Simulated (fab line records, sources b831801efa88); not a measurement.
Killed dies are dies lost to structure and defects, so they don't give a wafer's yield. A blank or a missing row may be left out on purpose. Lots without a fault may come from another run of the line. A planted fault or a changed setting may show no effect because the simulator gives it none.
fab line records | flow gf180mcu
record lots=5 wafers=15 last_day=34
route steps=602 shown CONTACT@303
lots that met no fault: from a run of the same line without faults
start_h: hours from the record's first day to the start of the lot's first wafer shown | wait_h: hours since the lot's step before | " the same as in the row above | L1.1+2: a row that stands for several wafers | - no value, or no start given | * or withheld: withheld | < > ~ a bound
route shown NAME@n: a module of which the file shows steps, and the number in the route of the first | usual: mean/standard deviation of fault-free wafers | same: alike in all rows | chamber/n: place in a boat | sites: the reading at each site | _std_site: their standard deviation | _edge_site: outer sites' mean less inner sites' | radius_mm: how far each site lies from the wafer's centre | mask NAME#n: copy n | behind: the tool/chamber that last shaped the wafer | hold: why the lot was held/for how many hours/how that ended | device: the transistor (n, p or np) that didn't switch | end of line: the same wafers' tests at the end of the route | a step without rows: its recipe alone | killed: dies lost to structure and defects at the first sort, not the wafer's yield | map: a wafer's dies, x killed, . not, _ none there
set.NAME: the setting as run; set.NAME@STEP: as run at that earlier step | model.NAME: the simulator's own value behind a step, which no gauge read
lots at some steps of the route; a table a step, a row a wafer
services: from which hour (start_h, from the record's first day; less than 0 if before it) a tool's chamber was out of use, for how many hours, and why
## steps
# step GF_CONTACT_ETCH_16
# recipe chemistry=N2/H2 target_depth_a=withheld overetch_a=withheld time_s=withheld target=BARC ion_energy_ev=200 source_w=500 bias_w=100 pressure_mtorr=30 n2_flow_sccm=100 h2_flow_sccm=200
# usual drypump_motor_current_A=5.7/0.35 oes_product_au=0.855/0.005 throttle_valve_pct=13.225/0.009
# columns lot.wafer tool chamber start_h wait_h drypump_motor_current_A oes_product_au throttle_valve_pct
L088.1 rie_diel-03 1 489.87 0.0 5.6 0.858 13.224
L088.4 " 2 " " 5.6 0.850 13.229
L088.5 " 1 " " 5.6 0.853 13.218
L089.2 rie_diel-03 1 499.02 0.0 5.6 0.856 13.238
L089.3 " 0 " " 5.6 0.860 13.241
L089.6 " 1 " " 5.6 0.846 13.217
L092.3 rie_diel-04 0 530.74 0.0 6.0 0.853 13.220
L092.4 " 2 " " 6.0 0.852 13.205
L092.5 " 1 " " 6.2 0.844 13.242
L095.1 rie_diel-03 1 555.92 0.0 5.6 0.849 13.243
L095.4 " 3 " " 5.5 0.854 13.214
L095.5 " 3 " " 5.5 0.857 13.227
L097.2 rie_diel-03 3 561.79 0.0 5.5 0.846 13.214
L097.3 " 1 " " 5.6 0.857 13.232
L097.5 " 1 " " 5.6 0.856 13.217
# step GF_CONTACT_ETCH_17
# recipe chemistry=C4F8/O2/Ar mask_material=KrF target=SiO2 stop_on=CoSi2 source_w=1500 bias_w=1200 pressure_mtorr=40 c4f8_flow_sccm=withheld O2_flow_sccm=6 Ar_flow_sccm=300 time_s=withheld target_depth_a=8600
# usual oes_product_au=0.815/0.0052
# columns lot.wafer tool chamber start_h wait_h oes_product_au
L088.1 rie_diel-03 1 - - 0.813
L088.4 " 2 " " 0.819
L088.5 " 1 " " 0.813
L089.2 rie_diel-03 1 - - 0.814
L089.3 " 0 " " 0.812
L089.6 " 1 " " 0.818
L092.3 rie_diel-04 0 - - 0.811
L092.4 " 2 " " 0.821
L092.5 " 1 " " 0.815
L095.1 rie_diel-03 1 - - 0.814
L095.4 " 3 " " 0.817
L095.5 " 3 " " 0.816
L097.2 rie_diel-03 3 - - 0.813
L097.3 " 1 " " 0.818
L097.5 " 1 " " 0.823
# step GF_CONTACT_STRIP_18
# recipe chemistry=O2/N2 power_w=1400 pressure_mtorr=1500 platen_temp_c=250 o2_flow_sccm=3000 n2_flow_sccm=300 overash_fraction=0.5
# usual drypump_motor_current_A=5.80/0.22 heater_power_w=345/17 oes_product_au=0.580/0.0052
# columns lot.wafer tool chamber start_h wait_h drypump_motor_current_A heater_power_w oes_product_au rf_hours_counter_h
L088.1 plasma_asher-02 1 490.03 - 6.11 364 0.585 34
L088.4 " 0 " " 5.78 330 0.588 -
L088.5 " 0 " " 5.79 331 0.580 -
L089.2 plasma_asher-03 1 499.18 - 5.60 322 0.590 7
L089.3 " 1 " " 5.62 318 0.575 -
L089.6 " 0 " " 5.82 349 0.583 -
L092.3 plasma_asher-02 0 530.94 - 5.80 331 0.582 -
L092.4 " 1 " " 6.15 365 0.583 -
L092.5 " 0 " " 5.80 333 0.582 -
L095.1 plasma_asher-02 0 556.08 - 5.78 333 0.587 39
L095.4 " 1 " " 6.13 361 0.583 -
L095.5 " 1 " " 6.19 365 0.586 -
L097.2 plasma_asher-02 1 561.95 - 6.14 351 0.584 40
L097.3 " 0 " " 5.80 334 0.579 -
L097.5 " 1 " " 6.14 369 0.595 -
# step GF_CONTACT_CLEAN_19
# recipe chemistry=SPM
# columns lot.wafer tool chamber start_h wait_h
L088.1+4+5 wet_bench-04 1 490.13 0.1
L089.2+3+6 wet_bench-02 1 499.28 0.1
L092.3+4+5 wet_bench-04 2 531.00 0.0
L095.1+4+5 wet_bench-03 3 556.18 0.1
L097.2+3+5 wet_bench-04 0 562.05 0.1
# step GF_CONTACT_CLEAN_20
# recipe chemistry=DIW
# columns lot.wafer tool chamber start_h wait_h
L088.1+4+5 wet_bench-03 3 490.22 0.0
L089.2+3+6 wet_bench-03 3 499.38 0.0
L092.3+4+5 wet_bench-02 0 531.10 0.0
L095.1+4+5 wet_bench-04 1 556.27 0.0
L097.2+3+5 wet_bench-02 2 562.15 0.0
# step GF_CONTACT_CLEAN_21
# recipe chemistry=dHF time_s=20 dilution=100:1 dry=ipa_marangoni
# same time_s=20
# columns lot.wafer tool chamber start_h wait_h
L088.1+4+5 wet_bench-02 0 490.31 0.0
L089.2+3+6 wet_bench-02 3 499.47 0.0
L092.3+4+5 wet_bench-04 3 531.20 0.0
L095.1+4+5 wet_bench-02 3 556.36 0.0
L097.2+3+5 wet_bench-04 2 562.24 0.0
# step GF_CONTACT_SPUTTER_22
# recipe material=Ti target_thk_nm=15 chamber_pressure_pa=5 power_w=2500 substrate_temp_c=200 time_s=80.02
# usual throttle_valve_pct=30.4/1.1
# same time_s=80.02
# columns lot.wafer tool chamber start_h wait_h throttle_valve_pct
L088.1 pvd_sputter-02 - 490.33 0.0 31.3
L088.4 " - " " 31.0
L088.5 " - " " 32.7
L089.2 pvd_sputter-03 - 499.48 0.0 30.1
L089.3 " - " " 29.1
L089.6 " - " " 28.9
L092.3 pvd_sputter-03 - 531.21 0.0 29.8
L092.4 " - " " 28.7
L092.5 " - " " 29.9
L095.1 pvd_sputter-04 - 556.38 0.0 28.9
L095.4 " - " " 29.9
L095.5 " - " " 29.8
L097.2 pvd_sputter-02 - 562.25 0.0 30.5
L097.3 " - " " 31.3
L097.5 " - " " 30.6
## services
# columns tool chamber start_h hours kind
rie_diel-03 3 469.10 11.1 repair
pvd_sputter-02 - 470.42 1.7 repair
plasma_asher-02 - 490.31 14.5 pm
plasma_asher-02 - 507.46 2.6 repair
plasma_asher-03 - 516.70 5.3 repair
plasma_asher-03 - 533.98 9.4 repair
rie_diel-04 - 534.36 2.8 pm
rie_diel-04 - 543.18 14.6 pm
pvd_sputter-02 - 557.46 0.6 repair
## key
fault none
